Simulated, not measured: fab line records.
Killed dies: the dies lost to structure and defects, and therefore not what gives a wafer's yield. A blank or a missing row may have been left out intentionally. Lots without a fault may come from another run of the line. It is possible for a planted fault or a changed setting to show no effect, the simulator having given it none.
One fault through the eyes of 2 desks    flow sky130    each desk holds nothing but its own numbers, with what lay behind them at the end

== AT THE TOOL OWNER'S DESK: rieDiel-01 ==
The tool's own readings at SKY_SONOS_ONO_ETCH_15 (etches the open film in CHF3/O2, target depth 19.52 nm, time 7.8 s): means of the sampled wafers that have a number, for each lot that ran on this tool. Marked OUT: a lot whose mean sits more than 4 standard deviations from the usual mean, which makes it out of limits; the brackets give that distance.
Columns: A = O2_flow_sccm at SKY_SONOS_ONO_ETCH_15, usual 5.002 sccm; B = drypumpMotorCurrentA at SKY_SONOS_ONO_ETCH_15, usual 5.8 A; C = oesProductAu at SKY_SONOS_ONO_ETCH_15, usual 0.998 a.u.; D = throttleValvePct at SKY_SONOS_ONO_ETCH_15, usual 8.825 %
lot   first seen here  A      B    C      D
L766  day 14 19:55     5.015  5.4  0.994  8.820
L768  day 14 22:31     5.008  5.8  1.000  8.828
L773  day 16 09:29     5.014  6.1  1.000  8.829
L775  day 16 17:13     4.989  5.8  0.992  8.827
L776  day 17 03:41     5.008  5.6  1.000  8.823
L778  day 17 18:04     5.000  5.4  0.998  8.830
This desk's verdict: no lot among the 6 shows anything out of limits.

== AT THE METROLOGY DESK ==
Lot by lot, what the gauges showed, no matter which tool ran the lot: averages of those sampled wafers that carry a number. Marked OUT: a lot whose mean sits more than 4 standard deviations from the usual mean, which makes it out of limits; the brackets give that distance.
Columns: A = SONOS_TUNNEL_OVL at SKY_SONOS_TUNNEL_OVL_MEAS_08, usual 1.0 nm; B = cdNm at SKY_SONOS_ONO_CD_MEAS_13, usual 410.1 nm; C = GATE_OXIDE_OVL at SKY_GATE_OXIDE_OVL_MEAS_10, usual 0.8 nm
lot   first seen here  A     B      C
L762  day 11 02:20     1.5   407.2  1.5
L763  day 11 12:26     -0.3  412.1  0.2
L766  day 12 22:42     2.3   408.9  0.1
L768  day 13 13:35     1.5   410.1  -0.1
L769  day 13 19:47     0.8   411.9  -0.3
L773  day 14 19:22     0.6   411.6  2.2
L774  day 14 22:01     0.6   407.6  1.7
L775  day 15 06:26     1.4   412.4  0.9
L776  day 15 11:13     0.2   411.8  1.3
L777  day 15 21:17     -3.1  413.5  1.1
L778  day 16 08:48     2.0   416.0  0.9
L784  day 18 06:42     1.7   408.6  0.6
This desk's verdict: no lot among the 12 shows anything out of limits.

== BROUGHT TOGETHER ==
The desk of the tool owner found nothing out of limits.
At the metrology desk, nothing out of limits was observed.

== WHAT THE SIMULATOR HAD INSERTED ==
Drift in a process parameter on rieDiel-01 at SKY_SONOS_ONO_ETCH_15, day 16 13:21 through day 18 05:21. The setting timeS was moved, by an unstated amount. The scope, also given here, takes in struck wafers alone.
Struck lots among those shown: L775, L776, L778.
